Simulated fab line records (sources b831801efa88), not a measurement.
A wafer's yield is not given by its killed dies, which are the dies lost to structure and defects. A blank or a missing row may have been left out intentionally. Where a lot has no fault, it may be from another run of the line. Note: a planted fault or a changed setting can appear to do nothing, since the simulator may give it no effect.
fab line records + flow sky130
record
- lots=6
- wafers=18
- last_day=49
route steps=708 shown LOCAL_INTERCONNECT@390 PAD_OPEN@708
lots with no fault: from the same line, run without faults
start_h: start of the lot's first displayed wafer, in hours after the record's first day + wait_h: hours since the lot's step before + " same as the row above + L1.1+2: a row that stands for several wafers + - value missing, or start not given + * or withheld: withheld + < > ~ a bound
route shown NAME@n: names a module that has steps shown in the file, with the first one's number in the route + usual: average and standard deviation across the fault-free wafers + same: alike in all rows + chamber/n: place in a boat + sites: readings site by site + _std_site: the standard deviation of these + _edge_site: outer sites' mean less inner sites' + radius_mm: for every site, how far away it sits from the centre of the wafer + mask NAME#n: copy n + behind: the most recent tool/chamber to have shaped the wafer + hold: why the lot was held/for how many hours/how that ended + device: whichever transistor did not switch (one of n, p or np) + end of line: the route-end tests of the same wafers + a step given without rows: its recipe and nothing more + killed: dies lost to structure and defects at the first sort, not the wafer's yield + map: a wafer's dies, x killed, . not, _ none there
set.NAME: the setting the step ran with; set.NAME@STEP: the setting that earlier step ran with + model.NAME: the simulator's own value behind a step, which no gauge read
lots seen at some steps along the route; tables by step, rows by wafer
services: when a tool's chamber went out of use (start_h, in hours from the record's first day, below 0 if earlier), for how many hours, and the reason
## steps
# step SKY_LOCAL_INTERCONNECT_DEHYDRATE_03
# recipe
- temp_c=200
- time_s=60
# step SKY_LOCAL_INTERCONNECT_HMDS_04
# recipe
- prime_time_s=60
- prime_temp_c=120
# step SKY_LOCAL_INTERCONNECT_COAT_05
# recipe
- resist=BARC
- temp_c=withheld
- time_s=withheld
- spin_rpm=3000
- resist_thk_nm=60
# step SKY_LOCAL_INTERCONNECT_COAT_06
# recipe
- resist=KrF-thick
- spin_rpm=3000
- resist_thk_nm=450
# step SKY_LOCAL_INTERCONNECT_SOFTBAKE_07
# recipe
- temp_c=100
- time_s=90
- resist=KrF-thick
# step SKY_LOCAL_INTERCONNECT_EXPOSE_08
# recipe
- mask_id=LI1M
- na=0.8
- source_shape=annular
- sigma_inner=0.55
- sigma_outer=0.85
- target_cd_nm=170
- dose_mj=28
# step SKY_LOCAL_INTERCONNECT_PEB_09
# recipe
- peb_temp_c=withheld
- peb_time_s=withheld
- resist=KrF-thick
# step SKY_LOCAL_INTERCONNECT_DEVELOP_10
# recipe
- develop_time_s=60
- resist=KrF-thick
- dev_temp_c=21
# step SKY_LOCAL_INTERCONNECT_CD_MEAS_11
# recipe
- target_cd_nm=170
# usual
- cd_nm=169.5/1.4
| lot.wafer | tool      | chamber | start_h | wait_h | cd_nm |
|-----------|-----------|---------|---------|--------|-------|
| L704.3    | cd_sem-02 | -       | 702.97  | -      | 169.7 |
| L704.4    | "         | -       | "       | "      | 170.2 |
| L704.6    | "         | -       | "       | "      | 169.2 |
| L714.1    | cd_sem-02 | -       | 790.19  | -      | 171.1 |
| L714.4    | "         | -       | "       | "      | 170.8 |
| L714.5    | "         | -       | "       | "      | 170.9 |
| L715.4    | cd_sem-02 | -       | 797.18  | -      | 169.3 |
| L715.5    | "         | -       | "       | "      | 168.8 |
| L715.6    | "         | -       | "       | "      | 170.1 |
| L720.3    | cd_sem-01 | -       | 838.03  | -      | 167.9 |
| L720.5    | "         | -       | "       | "      | 168.9 |
| L720.6    | "         | -       | "       | "      | 166.7 |
| L722.1    | cd_sem-02 | -       | 849.84  | -      | 169.1 |
| L722.5    | "         | -       | "       | "      | 169.7 |
| L722.6    | "         | -       | "       | "      | 170.2 |
| L723.1    | cd_sem-02 | -       | 853.89  | -      | 171.2 |
| L723.2    | "         | -       | "       | "      | 170.9 |
| L723.6    | "         | -       | "       | "      | 169.7 |
# step SKY_LOCAL_INTERCONNECT_OVL_MEAS_12
# usual
- LOCAL_INTERCONNECT_OVL=2/5
| lot.wafer | tool       | chamber | start_h | wait_h | LOCAL_INTERCONNECT_OVL[nm] |
|-----------|------------|---------|---------|--------|----------------------------|
| L704.3    | overlay-01 | -       | 703.06  | 0.1    | 11                         |
| L704.4    | "          | -       | "       | "      | 13                         |
| L704.6    | "          | -       | "       | "      | 6                          |
| L714.1    | overlay-01 | -       | 790.31  | 0.1    | 5                          |
| L714.4    | "          | -       | "       | "      | 4                          |
| L714.5    | "          | -       | "       | "      | 9                          |
| L715.4    | overlay-02 | -       | 797.26  | 0.1    | -1                         |
| L715.5    | "          | -       | "       | "      | 6                          |
| L715.6    | "          | -       | "       | "      | -7                         |
| L720.3    | overlay-01 | -       | 838.12  | 0.1    | 5                          |
| L720.5    | "          | -       | "       | "      | 7                          |
| L720.6    | "          | -       | "       | "      | 5                          |
| L722.1    | overlay-02 | -       | 849.96  | 0.1    | 2                          |
| L722.5    | "          | -       | "       | "      | 6                          |
| L722.6    | "          | -       | "       | "      | 6                          |
| L723.1    | overlay-02 | -       | 854.01  | 0.1    | 5                          |
| L723.2    | "          | -       | "       | "      | -3                         |
| L723.6    | "          | -       | "       | "      | -7                         |
# step SKY_LOCAL_INTERCONNECT_ETCH_13
# recipe
- chemistry=N2/H2
- target=BARC
- ion_energy_ev=200
- bias_w=100
- pressure_mtorr=30
- n2_flow_sccm=100
- h2_flow_sccm=200
- icp_w=500
- stop_on=SiO2
- time_s=45.9
- target_depth_a=600
# usual
- drypump_motor_current_A=5.7/0.49
- oes_product_au=0.855/0.0051
- throttle_valve_pct=13.225/0.0087
| lot.wafer | tool         | chamber | start_h | wait_h | drypump_motor_current_A | oes_product_au | rf_hours_counter_h | throttle_valve_pct |
|-----------|--------------|---------|---------|--------|-------------------------|----------------|--------------------|--------------------|
| L704.3    | rie_metal-03 | 1       | 703.13  | 0.1    | 5.1                     | 0.857          | -                  | 13.221             |
| L704.4    | "            | 1       | "       | "      | 5.1                     | 0.849          | -                  | 13.226             |
| L704.6    | "            | 1       | "       | "      | 5.1                     | 0.846          | -                  | 13.226             |
| L714.1    | rie_metal-04 | 0       | 790.34  | 0.0    | 5.7                     | 0.844          | 13                 | 13.236             |
| L714.4    | "            | 1       | "       | "      | 6.5                     | 0.860          | -                  | 13.228             |
| L714.5    | "            | 0       | "       | "      | 5.7                     | 0.865          | -                  | 13.239             |
| L715.4    | rie_metal-02 | 1       | 797.30  | 0.0    | 5.4                     | 0.863          | -                  | 13.222             |
| L715.5    | "            | 0       | "       | "      | 6.1                     | 0.852          | -                  | 13.215             |
| L715.6    | "            | 1       | "       | "      | 5.4                     | 0.854          | -                  | 13.223             |
| L720.3    | rie_metal-03 | 0       | 838.17  | 0.0    | 5.8                     | 0.854          | -                  | 13.220             |
| L720.5    | "            | 1       | "       | "      | 5.1                     | 0.854          | -                  | 13.223             |
| L720.6    | "            | 0       | "       | "      | 5.8                     | 0.852          | -                  | 13.238             |
| L722.1    | rie_metal-04 | 0       | 850.00  | 0.0    | 5.7                     | 0.856          | 15                 | 13.234             |
| L722.5    | "            | 1       | "       | "      | 6.5                     | 0.862          | -                  | 13.231             |
| L722.6    | "            | 0       | "       | "      | 5.7                     | 0.859          | -                  | 13.227             |
| L723.1    | rie_metal-03 | 0       | 854.05  | 0.0    | 5.8                     | 0.861          | 5                  | 13.239             |
| L723.2    | "            | 1       | "       | "      | 5.1                     | 0.851          | 9                  | 13.240             |
| L723.6    | "            | 0       | "       | "      | 5.8                     | 0.857          | -                  | 13.219             |
# step SKY_LOCAL_INTERCONNECT_METAL_ETCH_14
# recipe
- target_depth_nm=110
- stop_on=PSG
- chemistry=Cl2/BCl3
- target=TiN
- resist_sidewall_deg=88
- pressure_mtorr=10
- icp_w=900
- bias_w=48.5
- Cl2_flow_sccm=60
- bcl3_flow_sccm=30
- time_s=31.4
# usual
- drypump_motor_current_A=5.7/0.48
- oes_product_au=0.942/0.0058
- throttle_valve_pct=21.902/0.01
| lot.wafer | tool         | chamber | start_h | wait_h | drypump_motor_current_A | oes_product_au | rf_hours_counter_h | throttle_valve_pct |
|-----------|--------------|---------|---------|--------|-------------------------|----------------|--------------------|--------------------|
| L704.3    | rie_metal-03 | 1       | 703.25  | 0.1    | 5.1                     | 0.942          | -                  | 21.895             |
| L704.4    | "            | 1       | "       | "      | 5.1                     | 0.946          | -                  | 21.906             |
| L704.6    | "            | 1       | "       | "      | 5.1                     | 0.946          | -                  | 21.899             |
| L714.1    | rie_metal-04 | 0       | 790.41  | 0.0    | 5.7                     | 0.937          | 13                 | 21.899             |
| L714.4    | "            | 1       | "       | "      | 6.5                     | 0.939          | -                  | 21.905             |
| L714.5    | "            | 0       | "       | "      | 5.7                     | 0.936          | -                  | 21.909             |
| L715.4    | rie_metal-02 | 1       | 797.36  | 0.0    | 5.3                     | 0.941          | -                  | 21.887             |
| L715.5    | "            | 0       | "       | "      | 6.2                     | 0.944          | -                  | 21.900             |
| L715.6    | "            | 1       | "       | "      | 5.3                     | 0.948          | -                  | 21.911             |
| L720.3    | rie_metal-03 | 0       | 838.22  | 0.0    | 5.8                     | 0.960          | -                  | 21.899             |
| L720.5    | "            | 1       | "       | "      | 5.1                     | 0.950          | -                  | 21.882             |
| L720.6    | "            | 0       | "       | "      | 5.8                     | 0.950          | -                  | 21.897             |
| L722.1    | rie_metal-04 | 0       | 850.06  | 0.0    | 5.7                     | 0.946          | 15                 | 21.899             |
| L722.5    | "            | 1       | "       | "      | 6.5                     | 0.947          | -                  | 21.903             |
| L722.6    | "            | 0       | "       | "      | 5.7                     | 0.956          | -                  | 21.922             |
| L723.1    | rie_metal-03 | 0       | 854.11  | 0.0    | 5.8                     | 0.936          | 5                  | 21.898             |
| L723.2    | "            | 1       | "       | "      | 5.1                     | 0.941          | 9                  | 21.908             |
| L723.6    | "            | 0       | "       | "      | 5.8                     | 0.941          | -                  | 21.897             |
# step SKY_LOCAL_INTERCONNECT_STRIP_15
# recipe
- chemistry=O2/N2
- power_w=1400
- pressure_mtorr=1500
- platen_temp_c=withheld
- o2_flow_sccm=3000
- n2_flow_sccm=300
- overash_fraction=0.5
# usual
- chamber_pressure_mTorr=1500.2/1.2
- drypump_motor_current_A=5.7/0.5
- oes_product_au=0.427/0.0041
- strip_time_to_endpoint_s=4.718/0.019
| lot.wafer | tool            | chamber | start_h | wait_h | chamber_pressure_mTorr | drypump_motor_current_A | oes_product_au | rf_hours_counter_h | strip_time_to_endpoint_s |
|-----------|-----------------|---------|---------|--------|------------------------|-------------------------|----------------|--------------------|--------------------------|
| L704.3    | plasma_asher-02 | 0       | 703.35  | 0.1    | 1502.5                 | 5.8                     | 0.428          | -                  | 4.746                    |
| L704.4    | "               | 1       | "       | "      | 1500.0                 | 5.9                     | 0.426          | -                  | 4.742                    |
| L704.6    | "               | 0       | "       | "      | 1499.5                 | 5.8                     | 0.435          | -                  | 4.728                    |
| L714.1    | plasma_asher-02 | 1       | 790.46  | 0.0    | 1201.4                 | 5.9                     | 0.422          | 34                 | 5.025                    |
| L714.4    | "               | 0       | "       | "      | 1200.1                 | 5.8                     | 0.428          | -                  | 5.057                    |
| L714.5    | "               | 1       | "       | "      | 1199.8                 | 5.9                     | 0.430          | -                  | 5.045                    |
| L715.4    | plasma_asher-02 | 1       | 797.43  | 0.1    | 1197.6                 | 5.9                     | 0.424          | -                  | 5.066                    |
| L715.5    | "               | 0       | "       | "      | 1197.7                 | 5.8                     | 0.421          | -                  | 5.066                    |
| L715.6    | "               | 1       | "       | "      | 1198.0                 | 5.9                     | 0.425          | -                  | 5.065                    |
| L720.3    | plasma_asher-04 | 0       | 838.29  | 0.1    | 1500.6                 | 6.2                     | 0.437          | -                  | 4.686                    |
| L720.5    | "               | 1       | "       | "      | 1500.2                 | 5.0                     | 0.432          | -                  | 4.720                    |
| L720.6    | "               | 0       | "       | "      | 1500.2                 | 6.2                     | 0.421          | -                  | 4.687                    |
| L722.1    | plasma_asher-03 | 1       | 850.11  | 0.0    | 1501.0                 | 6.1                     | 0.423          | 102                | 4.716                    |
| L722.5    | "               | 1       | "       | "      | 1499.1                 | 6.1                     | 0.428          | -                  | 4.723                    |
| L722.6    | "               | 0       | "       | "      | 1502.3                 | 4.9                     | 0.435          | -                  | 4.712                    |
| L723.1    | plasma_asher-04 | 0       | 854.16  | 0.0    | 1501.6                 | 6.3                     | 0.425          | 73                 | 4.705                    |
| L723.2    | "               | 1       | "       | "      | 1499.5                 | 5.0                     | 0.430          | 73                 | 4.683                    |
| L723.6    | "               | 0       | "       | "      | 1499.8                 | 6.2                     | 0.433          | -                  | 4.713                    |
# step SKY_LOCAL_INTERCONNECT_STRIP_16
# recipe
- chemistry=post_etch_residue_remover
- time_s=1200
- temp_c=72.5
# step SKY_PAD_OPEN_PROBE_99
# usual
- killed_at_M0_to_M3=44/6
- killed_at_M4_up=3.3/2.1
- killed_at_contacts=25/5.5
- killed_at_front_end=15/4.3
- killed_at_other=0.2/0.41
- killed_dies=88/9.1
- killed_open=48/6.6
- killed_short=39/6.7
# same
- gross_dies=492
- killed_at_back_side=0
| lot.wafer | tool      | chamber | start_h | wait_h | killed_at_M0_to_M3 | killed_at_M4_up | killed_at_contacts | killed_at_front_end | killed_at_other | killed_dies | killed_open | killed_short |
|-----------|-----------|---------|---------|--------|--------------------|-----------------|--------------------|---------------------|-----------------|-------------|-------------|--------------|
| L704.3    | prober-02 | -       | 1070.01 | 0.2    | 33                 | 3               | 21                 | 12                  | 0               | 69          | 41          | 28           |
| L704.4    | prober-02 | -       | 1070.06 | 0.2    | 41                 | 1               | 21                 | 15                  | 0               | 78          | 40          | 38           |
| L704.6    | prober-02 | -       | 1070.16 | 0.2    | 44                 | 2               | 17                 | 7                   | 0               | 70          | 40          | 29           |
| L714.1    | prober-02 | -       | 1137.50 | 0.1    | 50                 | 4               | 31                 | 15                  | 0               | 100         | 46          | 54           |
| L714.4    | prober-02 | -       | 1137.65 | 0.2    | 34                 | 3               | 22                 | 19                  | 1               | 79          | 43          | 35           |
| L714.5    | prober-02 | -       | 1137.70 | 0.2    | 43                 | 1               | 32                 | 14                  | 0               | 90          | 49          | 41           |
| L715.4    | prober-01 | -       | 1140.86 | 0.2    | 52                 | 4               | 21                 | 23                  | 0               | 100         | 52          | 48           |
| L715.5    | prober-01 | -       | 1140.91 | 0.2    | 48                 | 3               | 25                 | 14                  | 0               | 90          | 52          | 38           |
| L715.6    | prober-01 | -       | 1140.96 | 0.2    | 46                 | 4               | 20                 | 15                  | 0               | 85          | 50          | 35           |
| L720.3    | prober-02 | -       | 1171.73 | 0.2    | 39                 | 0               | 23                 | 4                   | 0               | 66          | 41          | 25           |
| L720.5    | prober-02 | -       | 1171.83 | 0.2    | 45                 | 3               | 26                 | 18                  | 0               | 92          | 44          | 48           |
| L720.6    | prober-02 | -       | 1171.88 | 0.2    | 50                 | 5               | 29                 | 15                  | 1               | 100         | 52          | 48           |
| L722.1    | prober-02 | -       | 1185.16 | 0.1    | 41                 | 5               | 31                 | 9                   | 0               | 86          | 49          | 37           |
| L722.5    | prober-02 | -       | 1185.36 | 0.2    | 45                 | 6               | 20                 | 9                   | 0               | 80          | 43          | 37           |
| L722.6    | prober-02 | -       | 1185.41 | 0.2    | 41                 | 5               | 29                 | 14                  | 0               | 89          | 50          | 39           |
| L723.1    | prober-01 | -       | 1187.18 | 0.1    | 35                 | 4               | 24                 | 19                  | 0               | 82          | 46          | 36           |
| L723.2    | prober-01 | -       | 1187.23 | 0.1    | 35                 | 5               | 25                 | 16                  | 0               | 81          | 49          | 32           |
| L723.6    | prober-01 | -       | 1187.43 | 0.2    | 51                 | 9               | 20                 | 12                  | 0               | 92          | 49          | 43           |
# killed by level:class
L704.3 LI_CONTACT:geometric_particle:open=10 VIA1:geometric_particle:open=10 CONTACT:geometric_particle:open=5 VIA2:geometric_particle:open=5 FIELD_ISO:geometric_particle:open=4 METAL2:geometric_particle:short=4 POLY_GATE:geometric_particle:short=3 POLY_GATE:geometric_particle:open=3
L704.4 CONTACT:geometric_particle:open=9 VIA1:geometric_particle:open=9 FIELD_ISO:geometric_particle:short=6 VIA2:geometric_particle:open=5 METAL1:geometric_particle:short=5 POLY_GATE:geometric_particle:short=4 METAL2:geometric_particle:short=4 LOCAL_INTERCONNECT:geometric_particle:short=4
L704.6 VIA1:geometric_particle:open=11 VIA2:geometric_particle:open=7 VIA1:geometric_particle:short=6 CONTACT:geometric_particle:open=6 LOCAL_INTERCONNECT:geometric_particle:short=5 VIA3:geometric_particle:open=5 METAL1:geometric_particle:short=4 LI_CONTACT:geometric_particle:open=3
L714.1 CONTACT:geometric_particle:open=14 VIA1:geometric_particle:short=10 VIA1:geometric_particle:open=9 LI_CONTACT:geometric_particle:short=8 VIA3:geometric_particle:short=6 METAL2:geometric_particle:short=6 VIA3:geometric_particle:open=6 LI_CONTACT:geometric_particle:open=5
L714.4 VIA1:geometric_particle:open=12 CONTACT:geometric_particle:open=9 VIA1:geometric_particle:short=6 CONTACT:geometric_particle:short=5 VIA2:geometric_particle:short=4 POLY_GATE:geometric_particle:short=4 POLY_GATE:geometric_particle:open=4 LI_CONTACT:geometric_particle:open=4
L714.5 LI_CONTACT:geometric_particle:open=12 VIA1:geometric_particle:open=9 CONTACT:geometric_particle:short=6 CONTACT:geometric_particle:open=6 METAL1:geometric_particle:short=6 VIA3:geometric_particle:open=6 LI_CONTACT:geometric_particle:short=5 VIA1:geometric_particle:short=5
L715.4 VIA2:geometric_particle:open=12 FIELD_ISO:geometric_particle:short=9 CONTACT:geometric_particle:open=9 VIA2:geometric_particle:short=8 VIA3:geometric_particle:open=8 METAL1:geometric_particle:short=7 VIA1:geometric_particle:open=6 LI_CONTACT:geometric_particle:open=5
L715.5 CONTACT:geometric_particle:open=15 VIA3:geometric_particle:open=10 VIA1:geometric_particle:open=9 VIA2:geometric_particle:open=9 VIA1:geometric_particle:short=6 FIELD_ISO:geometric_particle:short=5 LI_CONTACT:geometric_particle:open=5 POLY_GATE:geometric_particle:short=4
L715.6 VIA1:geometric_particle:open=14 LI_CONTACT:geometric_particle:open=8 CONTACT:geometric_particle:open=8 METAL1:geometric_particle:short=8 VIA3:geometric_particle:open=6 POLY_GATE:geometric_particle:short=5 METAL3:geometric_particle:short=5 FIELD_ISO:geometric_particle:short=4
L720.3 VIA2:geometric_particle:open=11 LI_CONTACT:geometric_particle:open=10 CONTACT:geometric_particle:open=7 VIA1:geometric_particle:open=7 VIA2:geometric_particle:short=6 METAL1:geometric_particle:short=4 LOCAL_INTERCONNECT:geometric_particle:short=3 VIA3:geometric_particle:short=3
L720.5 VIA1:geometric_particle:open=11 METAL1:geometric_particle:short=8 FIELD_ISO:geometric_particle:short=7 LOCAL_INTERCONNECT:geometric_particle:short=6 VIA2:geometric_particle:open=6 CONTACT:geometric_particle:open=6 VIA1:geometric_particle:short=6 LI_CONTACT:geometric_particle:open=5
L720.6 CONTACT:geometric_particle:open=10 LI_CONTACT:geometric_particle:open=9 VIA1:geometric_particle:short=8 VIA3:geometric_particle:open=7 VIA2:geometric_particle:open=7 METAL1:geometric_particle:short=6 FIELD_ISO:geometric_particle:short=5 FIELD_ISO:geometric_particle:open=5
L722.1 CONTACT:geometric_particle:open=10 VIA1:geometric_particle:open=9 VIA2:geometric_particle:open=8 VIA3:geometric_particle:open=8 LI_CONTACT:geometric_particle:open=6 LOCAL_INTERCONNECT:geometric_particle:short=6 CONTACT:geometric_particle:short=5 METAL3:geometric_particle:short=5
L722.5 CONTACT:geometric_particle:open=10 METAL1:geometric_particle:short=9 VIA2:geometric_particle:open=6 VIA3:geometric_particle:open=6 VIA1:geometric_particle:open=5 LI_CONTACT:geometric_particle:open=4 LOCAL_INTERCONNECT:geometric_particle:short=4 METAL4:geometric_particle:short=4
L722.6 VIA1:geometric_particle:open=12 CONTACT:geometric_particle:open=11 VIA3:geometric_particle:open=9 POLY_GATE:geometric_particle:short=6 LI_CONTACT:geometric_particle:open=6 METAL1:geometric_particle:short=6 LOCAL_INTERCONNECT:geometric_particle:short=5 METAL3:geometric_particle:short=4
L723.1 VIA3:geometric_particle:open=10 CONTACT:geometric_particle:open=8 LI_CONTACT:geometric_particle:open=6 VIA1:geometric_particle:open=6 FIELD_ISO:geometric_particle:short=5 FIELD_ISO:geometric_particle:open=4 POLY_GATE:geometric_particle:short=4 LOCAL_INTERCONNECT:geometric_particle:short=4
L723.2 CONTACT:geometric_particle:open=10 VIA1:geometric_particle:open=10 POLY_GATE:geometric_particle:open=6 METAL1:geometric_particle:short=6 LI_CONTACT:geometric_particle:open=6 METAL2:geometric_particle:short=6 VIA2:geometric_particle:open=5 VIA3:geometric_particle:open=4
L723.6 VIA1:geometric_particle:open=12 CONTACT:geometric_particle:open=8 METAL1:geometric_particle:short=8 VIA3:geometric_particle:open=7 LI_CONTACT:geometric_particle:open=6 VIA1:geometric_particle:short=6 METAL4:geometric_particle:short=6 FIELD_ISO:geometric_particle:open=5
## services
| tool            | chamber | start_h | hours | kind           |
|-----------------|---------|---------|-------|----------------|
| rie_metal-03    | 0       | 693.58  | -     | clean          |
| rie_metal-03    | 0       | 693.58  | 21.7  | scheduled_down |
| rie_metal-03    | 0       | 693.58  | 21.7  | vent_cycle     |
| plasma_asher-03 | -       | 740.91  | 4.3   | pm             |
| plasma_asher-02 | -       | 751.96  | 3.3   | repair         |
| rie_metal-04    | -       | 755.96  | 0.3   | repair         |
| rie_metal-04    | 1       | 759.82  | -     | clean          |
| rie_metal-04    | 1       | 759.82  | 15.8  | scheduled_down |
| rie_metal-04    | 1       | 759.82  | 15.8  | vent_cycle     |
| rie_metal-04    | -       | 773.53  | 0.4   | repair         |
| plasma_asher-03 | -       | 790.82  | 15.6  | pm             |
| rie_metal-03    | -       | 836.44  | 1.1   | repair         |
| plasma_asher-04 | -       | 839.63  | 1.2   | repair         |
## key
first_sign
- step=SKY_LOCAL_INTERCONNECT_STRIP_15
- reading=chamber_pressure_mTorr
- direction=down
- sigmas=99+
- usual=1500.2
- struck=1199.1
effect
- step=SKY_LOCAL_INTERCONNECT_STRIP_15
- reading=strip_time_to_endpoint_s
- direction=up
- sigmas=17
- usual=*
- struck=*
met_at SKY_LOCAL_INTERCONNECT_STRIP_15
struck_wafers L714.1,L714.4,L714.5,L715.4,L715.5,L715.6
tester_left_out L714,L715
onset_between 703.35 790.46
fault
- kind=process_parameter_drift
- tool=plasma_asher-02
- chamber=-
- onset_h=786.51
- steps=SKY_LOCAL_INTERCONNECT_STRIP_15
- channel=pressure_mtorr
- offset=-300
- shape=step
- end_h=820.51
- acts_in=these_recipes_only
- stated=1500
# tester_left_out: of these lots the tester's yield and bins aren't shown, on N5 and GAA mostly nor the transistor test; their killed dies are dies lost to structure and defects alone, not to doping, threshold or leakage, so they don't give the yield
